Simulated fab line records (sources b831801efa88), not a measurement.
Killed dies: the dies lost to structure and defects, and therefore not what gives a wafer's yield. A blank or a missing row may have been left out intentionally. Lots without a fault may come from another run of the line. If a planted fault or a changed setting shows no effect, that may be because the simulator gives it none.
Code-filled problem report in 8D (eight disciplines) form -- flow gf180mcu -- the parts of the form that need people (team, actions taken, sign-off) are left out

== 1. THE ISSUE ==
At GF_PASSIVATION_PROBE_99, killed at other averages 480.7 over 6 wafers from 2 lots, while fault-free wafers read 0.1, standard deviation 0.23. That is +99 or more standard deviations from the usual mean.
First seen on wafer L328.1, day 32 17:25, on prober-01. The record holds 9 wafers of 4 lots with a number at this step. Rule for "out", or "out of limits": more than 4 standard deviations from the usual mean. Any other wafer with a number is counted as sound.

== 2. WHAT IT IS; WHAT IT IS NOT ==
question,is,is not
which readings at this step,"killed at other, defect limited yield, killed dies, killed on rim, killed open, sort_bin_3_pad_short, sort_bin_5_function, sort n pass, sort yield pct",-
which lots,"L328, L329","L327, L332"
which wafers of those lots,all that have a number,-
read on which tools,"prober-01, prober-02",-
when,from day 32 17:25,up to then (2 sound wafers); but 1 sound wafer of L332 came after

== 3. WHAT RULES OUT EACH SUSPECT ==
Counting: a tool at a process step up to the reading stays a suspect if it ran every lot that is out and no sound lot after the first of them.
- pvd sputter-04 at GF_M3_SPUTTER_02 (material AlCu, target thk 450 nm, time 23.9 s): kept. It ran every lot that is out, first L328 (day 25 01:42), and no sound lot after that.
- plasma asher-01 at GF_MIM_STRIP_20 (strips in O2/N2): kept. It ran every lot that is out, first L328 (day 29 13:37), and no sound lot after that.
What counting leaves: pvd sputter-04 at GF_M3_SPUTTER_02 and plasma asher-01 at GF_MIM_STRIP_20.

== 4. THE CAUSE (what the simulator had put in) ==
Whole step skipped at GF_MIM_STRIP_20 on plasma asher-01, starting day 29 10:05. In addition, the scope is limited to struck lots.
This tool is one of the 2 suspects left after counting.

== 5. SEQUENCE OF EFFECTS, ordered by route ==
Each row: a reading where the mean over the struck wafers with a number is more than 3 standard deviations away from the usual. Only readings for which the record gives a usual standard deviation are gone through. hours: the time from each lot's start at the first step in this table that gives one to its start at this step, as a median over the lots. sigmas: the change in usual standard deviations.
hours,step,reading,usual,on struck wafers,change,sigmas
0,GF_PASSIVATION_PROBE_99,defect limited yield,90.1 %,0.5,-89.6,-60
0,GF_PASSIVATION_PROBE_99,killed_at_M0_to_M3,21,3,-18,-3.9
0,GF_PASSIVATION_PROBE_99,killed at other,0.1,480.7,+480.6,+99 or more
0,GF_PASSIVATION_PROBE_99,killed dies,49,490,+441,+60
0,GF_PASSIVATION_PROBE_99,killed on rim,9.3,95.8,+86.5,+30
0,GF_PASSIVATION_PROBE_99,killed open,28,5,-23,-4.4
0,GF_PASSIVATION_PROBE_99,killed short,21,4,-16,-3.4
0,GF_PASSIVATION_PROBE_99,sort_bin_3_pad_short,0.4 %,24.1,+23.7,+79
0,GF_PASSIVATION_PROBE_99,sort_bin_5_function,5.8 %,72.5,+66.7,+61
0,GF_PASSIVATION_PROBE_99,sort n pass,443,2,-441,-60
0,GF_PASSIVATION_PROBE_99,sort yield pct,90.1 %,0.5,-89.6,-60
Its process steps:
- GF_PASSIVATION_PROBE_99
Readings that are blank on the struck wafers while sound wafers have them: chamber pressure mTorr at GF_MIM_STRIP_20; drypump motor current A at GF_MIM_STRIP_20; heater power w at GF_MIM_STRIP_20; oes product au at GF_MIM_STRIP_20; strip time to endpoint s at GF_MIM_STRIP_20.

== 6. HOW IT WOULD HAVE BEEN CAUGHT EARLIER ==
79 hours passed between the start of the fault at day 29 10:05 and the first reading out of limits in this record, taken at day 32 17:25.
At GF_MIM_STRIP_20 the tool's readings are blank on the struck wafers, where sound wafers have them: an empty tool record is the first sign, and it was there at once.
By day 32 17:25, every lot that is out (2) had started GF_MIM_STRIP_20 on plasma asher-01. Holding the tool at that point would not have protected any of them.
